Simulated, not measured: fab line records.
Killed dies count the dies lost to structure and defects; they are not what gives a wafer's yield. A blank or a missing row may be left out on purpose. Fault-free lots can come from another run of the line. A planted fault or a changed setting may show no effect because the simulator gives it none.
Which of the tools did it? || flow sky130 || 13 lots with 39 wafers sampled at 4 steps, on a route of 708 steps

WHAT THE GAUGES SHOWED, per wafer
SKY_CAP2M_RS_MEAS_03: uses a four-point probe to measure. Usual: CAP2M_TIN_RS gives 6.91 ohm/sq (standard deviation 0.075).
{"lot": "L358", "measured": "day 40 04:58", "on": "film-metro-01", "CAP2M_TIN_RS (ohm/sq)": "6.77 6.81 6.83", "flag": ""}
{"lot": "L359", "measured": "day 40 09:24", "on": "film-metro-02", "CAP2M_TIN_RS (ohm/sq)": "6.88 6.98 7.00", "flag": ""}
{"lot": "L360", "measured": "day 40 11:01", "on": "film-metro-01", "CAP2M_TIN_RS (ohm/sq)": "6.89 6.83 6.94", "flag": ""}
{"lot": "L361", "measured": "day 40 13:35", "on": "film-metro-02", "CAP2M_TIN_RS (ohm/sq)": "6.87 6.94 6.94", "flag": ""}
{"lot": "L362", "measured": "day 40 15:08", "on": "film-metro-02", "CAP2M_TIN_RS (ohm/sq)": "6.84 6.87 6.85", "flag": ""}
{"lot": "L364", "measured": "day 41 11:33", "on": "film-metro-04", "CAP2M_TIN_RS (ohm/sq)": "6.96 6.90 6.94", "flag": ""}
{"lot": "L363", "measured": "day 41 13:32", "on": "film-metro-04", "CAP2M_TIN_RS (ohm/sq)": "6.84 6.80 6.91", "flag": ""}
{"lot": "L366", "measured": "day 42 01:52", "on": "film-metro-02", "CAP2M_TIN_RS (ohm/sq)": "6.95 6.97 6.79", "flag": ""}
{"lot": "L367", "measured": "day 42 11:19", "on": "film-metro-01", "CAP2M_TIN_RS (ohm/sq)": "6.84 6.86 6.84", "flag": ""}
{"lot": "L370", "measured": "day 43 11:29", "on": "film-metro-02", "CAP2M_TIN_RS (ohm/sq)": "6.76 6.88 6.83", "flag": ""}
{"lot": "L371", "measured": "day 43 17:30", "on": "film-metro-02", "CAP2M_TIN_RS (ohm/sq)": "6.92 6.85 6.96", "flag": ""}
{"lot": "L372", "measured": "day 43 19:20", "on": "film-metro-01", "CAP2M_TIN_RS (ohm/sq)": "7.05 6.91 6.89", "flag": ""}
{"lot": "L381", "measured": "day 46 03:26", "on": "film-metro-04", "CAP2M_TIN_RS (ohm/sq)": "6.98 6.98 7.00", "flag": ""}

SKY_METAL5_RS_MEAS_05: uses a four-point probe to measure. Usual: METAL5_ALCU_RS gives 0.0271 ohm/sq (standard deviation 0.00032).
{"lot": "L358", "measured": "day 43 07:56", "on": "film-metro-02", "METAL5_ALCU_RS (ohm/sq)": "0.0275 0.0272 0.0272", "flag": ""}
{"lot": "L359", "measured": "day 43 11:43", "on": "film-metro-03", "METAL5_ALCU_RS (ohm/sq)": "0.0272 0.0269 0.0272", "flag": ""}
{"lot": "L360", "measured": "day 43 13:56", "on": "film-metro-03", "METAL5_ALCU_RS (ohm/sq)": "0.0275 0.0276 0.0276", "flag": ""}
{"lot": "L361", "measured": "day 43 14:52", "on": "film-metro-02", "METAL5_ALCU_RS (ohm/sq)": "0.0270 0.0271 0.0271", "flag": ""}
{"lot": "L362", "measured": "day 43 17:30", "on": "film-metro-03", "METAL5_ALCU_RS (ohm/sq)": "0.0275 0.0274 0.0275", "flag": ""}
{"lot": "L364", "measured": "day 44 12:41", "on": "film-metro-03", "METAL5_ALCU_RS (ohm/sq)": "0.0269 0.0271 0.0269", "flag": ""}
{"lot": "L363", "measured": "day 44 14:24", "on": "film-metro-02", "METAL5_ALCU_RS (ohm/sq)": "0.0273 0.0274 0.0275", "flag": ""}
{"lot": "L366", "measured": "day 45 00:38", "on": "film-metro-04", "METAL5_ALCU_RS (ohm/sq)": "0.0272 0.0274 0.0273", "flag": ""}
{"lot": "L367", "measured": "day 45 11:34", "on": "film-metro-02", "METAL5_ALCU_RS (ohm/sq)": "0.0276 0.0278 0.0275", "flag": ""}
{"lot": "L370", "measured": "day 46 08:06", "on": "film-metro-04", "METAL5_ALCU_RS (ohm/sq)": "0.0274 0.0272 0.0276", "flag": ""}
{"lot": "L371", "measured": "day 46 14:25", "on": "film-metro-03", "METAL5_ALCU_RS (ohm/sq)": "0.0270 0.0269 0.0267", "flag": ""}
{"lot": "L372", "measured": "day 46 15:07", "on": "film-metro-02", "METAL5_ALCU_RS (ohm/sq)": "0.0261 0.0262 0.0262", "flag": ""}
{"lot": "L381", "measured": "day 48 17:33", "on": "film-metro-04", "METAL5_ALCU_RS (ohm/sq)": "0.0271 0.0265 0.0268", "flag": ""}

SKY_PASSIVATION_THK_MEAS_01. Usual: PASSIVATION_CVD_00_THK gives 90.0 nm (standard deviation 1.2).
{"lot": "L358", "measured": "day 44 06:52", "on": "film-metro-03", "PASSIVATION_CVD_00_THK (nm)": "90.0 91.5 90.9", "flag": ""}
{"lot": "L359", "measured": "day 44 10:43", "on": "film-metro-03", "PASSIVATION_CVD_00_THK (nm)": "89.9 89.4 91.5", "flag": ""}
{"lot": "L360", "measured": "day 44 13:01", "on": "film-metro-01", "PASSIVATION_CVD_00_THK (nm)": "91.2 88.5 89.8", "flag": ""}
{"lot": "L361", "measured": "day 44 13:47", "on": "film-metro-01", "PASSIVATION_CVD_00_THK (nm)": "88.9 91.2 90.0", "flag": ""}
{"lot": "L362", "measured": "day 44 16:29", "on": "film-metro-03", "PASSIVATION_CVD_00_THK (nm)": "89.8 89.0 91.3", "flag": ""}
{"lot": "L364", "measured": "day 45 11:16", "on": "film-metro-04", "PASSIVATION_CVD_00_THK (nm)": "89.6 88.8 90.5", "flag": ""}
{"lot": "L363", "measured": "day 45 13:06", "on": "film-metro-01", "PASSIVATION_CVD_00_THK (nm)": "88.5 89.0 90.6", "flag": ""}
{"lot": "L366", "measured": "day 45 22:16", "on": "film-metro-04", "PASSIVATION_CVD_00_THK (nm)": "90.1 90.9 92.8", "flag": ""}
{"lot": "L367", "measured": "day 46 09:48", "on": "film-metro-04", "PASSIVATION_CVD_00_THK (nm)": "88.1 89.1 90.1", "flag": ""}
{"lot": "L370", "measured": "day 47 04:37", "on": "film-metro-01", "PASSIVATION_CVD_00_THK (nm)": "87.4 90.1 90.6", "flag": ""}
{"lot": "L371", "measured": "day 47 11:43", "on": "film-metro-04", "PASSIVATION_CVD_00_THK (nm)": "90.7 87.8 91.9", "flag": ""}
{"lot": "L372", "measured": "day 47 12:34", "on": "film-metro-01", "PASSIVATION_CVD_00_THK (nm)": "88.6 88.4 90.9", "flag": ""}
{"lot": "L381", "measured": "day 49 12:06", "on": "film-metro-04", "PASSIVATION_CVD_00_THK (nm)": "89.9 90.6 91.3", "flag": ""}

WHAT TOOL EACH LOT RAN ON (gives the tool, then ch and the chambers of the sampled wafers, and finally the start)
{"lot": "L358", "SKY_VIA1_CMP_02": "cmp-01 ch 0,1,3, day 33 08:59"}
{"lot": "L359", "SKY_VIA1_CMP_02": "cmp-01 ch 0,1,3, day 33 12:30"}
{"lot": "L360", "SKY_VIA1_CMP_02": "cmp-01 ch 0,1,2, day 33 16:27"}
{"lot": "L361", "SKY_VIA1_CMP_02": "cmp-01 ch 0,1, day 33 18:34"}
{"lot": "L362", "SKY_VIA1_CMP_02": "cmp-01 ch 0,2,3, day 33 20:38"}
{"lot": "L364", "SKY_VIA1_CMP_02": "cmp-02 ch 0,2,3, day 34 19:20"}
{"lot": "L363", "SKY_VIA1_CMP_02": "cmp-01 ch 2,3, day 34 20:43"}
{"lot": "L366", "SKY_VIA1_CMP_02": "cmp-02 ch 0,1,3, day 35 08:25"}
{"lot": "L367", "SKY_VIA1_CMP_02": "cmp-01 ch 2,3, day 35 20:28"}
{"lot": "L370", "SKY_VIA1_CMP_02": "cmp-01 ch 0,3, day 37 00:13"}
{"lot": "L371", "SKY_VIA1_CMP_02": "cmp-01 ch 0,1,2, day 37 06:21"}
{"lot": "L372", "SKY_VIA1_CMP_02": "cmp-01 ch 0,2, day 37 09:19"}
{"lot": "L381", "SKY_VIA1_CMP_02": "cmp-02 ch 0,2, day 40 00:19"}
- SKY_VIA1_CMP_02: polishes SiO2.

AS READ BY THE TOOLS THEMSELVES (means over the sampled wafers that have a number; for cases with no such wafer, the mark the record gives instead)
SKY_VIA1_CMP_02. Usual: edge-zone-pressure-frac 1.001, standard deviation 0.0045; motor-current-A 11.7 A, standard deviation 1.2.
{"lot": "L358", "tool": "cmp-01", "edge-zone-pressure-frac": 0.997, "motor-current-A (A)": 12.0, "flag": ""}
{"lot": "L359", "tool": "cmp-01", "edge-zone-pressure-frac": 1.001, "motor-current-A (A)": 12.1, "flag": ""}
{"lot": "L360", "tool": "cmp-01", "edge-zone-pressure-frac": 1.006, "motor-current-A (A)": 11.2, "flag": ""}
{"lot": "L361", "tool": "cmp-01", "edge-zone-pressure-frac": 0.998, "motor-current-A (A)": 11.0, "flag": ""}
{"lot": "L362", "tool": "cmp-01", "edge-zone-pressure-frac": 0.999, "motor-current-A (A)": 11.5, "flag": ""}
{"lot": "L364", "tool": "cmp-02", "edge-zone-pressure-frac": 1.000, "motor-current-A (A)": 11.2, "flag": ""}
{"lot": "L363", "tool": "cmp-01", "edge-zone-pressure-frac": 1.002, "motor-current-A (A)": 11.8, "flag": ""}
{"lot": "L366", "tool": "cmp-02", "edge-zone-pressure-frac": 1.002, "motor-current-A (A)": 11.1, "flag": ""}
{"lot": "L367", "tool": "cmp-01", "edge-zone-pressure-frac": 1.005, "motor-current-A (A)": 11.8, "flag": ""}
{"lot": "L370", "tool": "cmp-01", "edge-zone-pressure-frac": 1.001, "motor-current-A (A)": 11.4, "flag": ""}
{"lot": "L371", "tool": "cmp-01", "edge-zone-pressure-frac": 1.004, "motor-current-A (A)": 11.3, "flag": ""}
{"lot": "L372", "tool": "cmp-01", "edge-zone-pressure-frac": 1.006, "motor-current-A (A)": 10.7, "flag": ""}
{"lot": "L381", "tool": "cmp-02", "edge-zone-pressure-frac": 0.998, "motor-current-A (A)": 10.7, "flag": ""}

THE ANSWER, worked out from the rows above alone
Rule: a lot counts as off when the mean over its wafers that have a number is more than 3 standard deviations away from the usual mean. Also off: a lot with no number at a reading for which 4 or more lots have one. The other lots that the step has rows for count as sound. After the gauges, taken in route order, come the tools' own readings; for these a lot's mean is taken, as printed above. The first step at which some lot is off is used, and at that step the reading that is off furthest; a lot without a number counts as furthest.
None of the lots is off at any reading shown; this tells nothing.

WHAT THE SIMULATOR HAD PUT IN
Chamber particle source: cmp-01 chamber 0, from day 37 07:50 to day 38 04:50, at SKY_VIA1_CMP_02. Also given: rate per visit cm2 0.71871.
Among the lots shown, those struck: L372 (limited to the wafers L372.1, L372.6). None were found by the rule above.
